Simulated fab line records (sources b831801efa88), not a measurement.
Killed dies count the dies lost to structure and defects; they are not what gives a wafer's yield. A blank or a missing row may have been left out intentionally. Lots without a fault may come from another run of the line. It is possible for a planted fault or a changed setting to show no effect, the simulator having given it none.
Comparing a struck lot with a sound one    flow sky130    17 out of 708 route steps
Sound: these wafers, L501.3, L501.4, L501.6. Wafers L499.4, L499.5, L499.6 were the ones struck. The cause is named last.
Per side, at each step with rows, come the tool, then ch with its chambers, and then its first start. Under that, the readings that differ: sound wafers    struck wafers    difference of the means    sigmas: that difference in standard deviations of wafers without a fault.
alike: same words and numbers on both sides, and readings whose means sit less than 2 such deviations apart. not compared: any withheld reading, any reading some wafer has no value for, any bound like >300 that may hide the same value, and any number with overlapping values for which the record gives no deviation.
A row with sigmas, a row that says differs or no value, or rows on one side alone: a step with any of these is where the two part. Numbers that have no deviation but don't overlap get no sigmas and don't part them. A reading that every wafer of one side lacks parts them only if that side has two wafers or more.

first, 1 step without rows for these wafers: SKY_RES_XHIGH_IMPLANT_07.
SKY_RES_XHIGH_STRIP_08: strips in O2/N2.
  sound on plasmaAsher-01 ch 0,1, day 33 00:33; struck on plasmaAsher-04 ch 0,1, day 32 14:32
reading              sound              struck             difference  sigmas
oesProductAu (a.u.)  0.704 0.700 0.707  0.722 0.716 0.714  +0.014      +3
  alike: drypumpMotorCurrentA, stripTimeToEndpointS
  not compared: rfHoursCounterH
SKY_RES_XHIGH_TW_MEAS_09:
  sound on filmMetro-03, day 33 00:38; struck on filmMetro-03, day 32 14:38
  alike: RES_XHIGH_TW
then, 7 steps without rows for these wafers: SKY_SD_N_DEHYDRATE_00 (time 60 s); SKY_SD_N_HMDS_01 (prime time 60 s); SKY_SD_N_COAT_02 (resist thk 1140 nm); SKY_SD_N_SOFTBAKE_03 (time 60 s); SKY_SD_N_EXPOSE_04 (exposes mask NSDM, target cd 380 nm); SKY_SD_N_PEB_05; SKY_SD_N_DEVELOP_06 (develop time 60 s).
SKY_SD_N_CD_MEAS_07: target cd 380 nm.
  sound on cdSem-02, day 34 02:52; struck on cdSem-01, day 33 16:49
  alike: cdNm
SKY_SD_N_OVL_MEAS_08:
  sound on overlay-02, day 34 02:57; struck on overlay-01, day 33 16:53
  alike: SD_N_OVL
SKY_SD_N_IMPLANT_09:
  sound on implanter-01 ch 0, day 34 03:01; struck on implanter-03 ch 0, day 33 16:59
  alike: beamOnS, doseIonsCm2, endStationPressureTorr
next, for these wafers, 1 step has no rows: SKY_SD_N_IMPLANT_10.
SKY_SD_N_STRIP_11: strips in O2/N2.
  sound on plasmaAsher-01 ch 0,1, day 34 03:19; struck on plasmaAsher-04 ch 0,1, day 33 17:14
reading                   sound              struck             difference  sigmas
stripTimeToEndpointS (s)  22.59 22.59 22.60  22.41 22.42 22.46  -0.16       -4
  alike: drypumpMotorCurrentA, oesProductAu
  not compared: rfHoursCounterH
SKY_SD_N_TW_MEAS_12:
  sound on filmMetro-02, day 34 03:23; struck on filmMetro-02, day 33 17:20
  alike: SD_N_TW
next, for these wafers, 1 step has no rows: SKY_PAD_OPEN_PROBE_99.

## WHERE THEY PART
First at SKY_RES_XHIGH_STRIP_08; last, within this record, at SKY_SD_N_STRIP_11. Later steps at which nothing parts them and some readings are alike: SKY_SD_N_TW_MEAS_12.

WHY: whatever the simulator had introduced
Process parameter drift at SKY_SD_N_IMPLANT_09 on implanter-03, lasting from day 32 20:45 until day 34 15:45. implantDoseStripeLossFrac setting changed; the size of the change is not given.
